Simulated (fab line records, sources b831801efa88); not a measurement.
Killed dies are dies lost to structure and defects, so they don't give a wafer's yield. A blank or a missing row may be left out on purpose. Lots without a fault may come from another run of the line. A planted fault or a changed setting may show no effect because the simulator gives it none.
Chamber matching | flow gf180mcu | GF_V5_CMP_04 on cmp-02: 4 sister chambers
The step polishes SiO2. 8 wafers are shown with their chamber, then 7 later ones without.

WAFERS WITH THEIR CHAMBER
wafer  | chamber | motor_current_A (A)
L221.2 | 0       | 12.8
L221.3 | 2       | 9.6
L221.5 | 0       | 12.5
L230.1 | 2       | 10.8
L230.4 | 3       | 10.2
L230.5 | 1       | 13.6
L235.2 | 1       | 13.6
L235.3 | 3       | 10.4

WAFERS WITHOUT THEIR CHAMBER
wafer  | motor_current_A (A)
L235.4 | 12.9
L236.1 | 10.8
L236.3 | 13.2
L236.5 | 10.6
L240.1 | 13.1
L240.4 | 10.9
L240.5 | 13.3

WHICH CHAMBER EACH WENT THROUGH
wafer  | from the rows above     | in truth
L235.4 | can't be placed: 0 or 1 | 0
L236.1 | can't be placed: 3 or 2 | 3
L236.3 | can't be placed: 1 or 0 | 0
L236.5 | can't be placed: 3 or 2 | 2
L240.1 | can't be placed: 0 or 1 | 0
L240.4 | can't be placed: 3 or 2 | 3
L240.5 | can't be placed: 1 or 0 | 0
Placed correctly: 0 of 7. Can't be placed from these rows: 7 (the true chamber is among the candidates in 7). Placed wrongly: 0.
How it was worked out, from the rows above alone: a wafer's distance from a chamber is the root of the sum, over the readings, of the square of ((its reading less the chamber's mean) divided by the reading's scatter). The wafer belongs to the nearest chamber; if the next one is less than 2 further off, it can't be placed. A chamber's mean is the mean of its shown wafers. The scatter: the root of (the sum of the squares of (reading less its chamber's mean) over the shown wafers, divided by (wafers less chambers)).
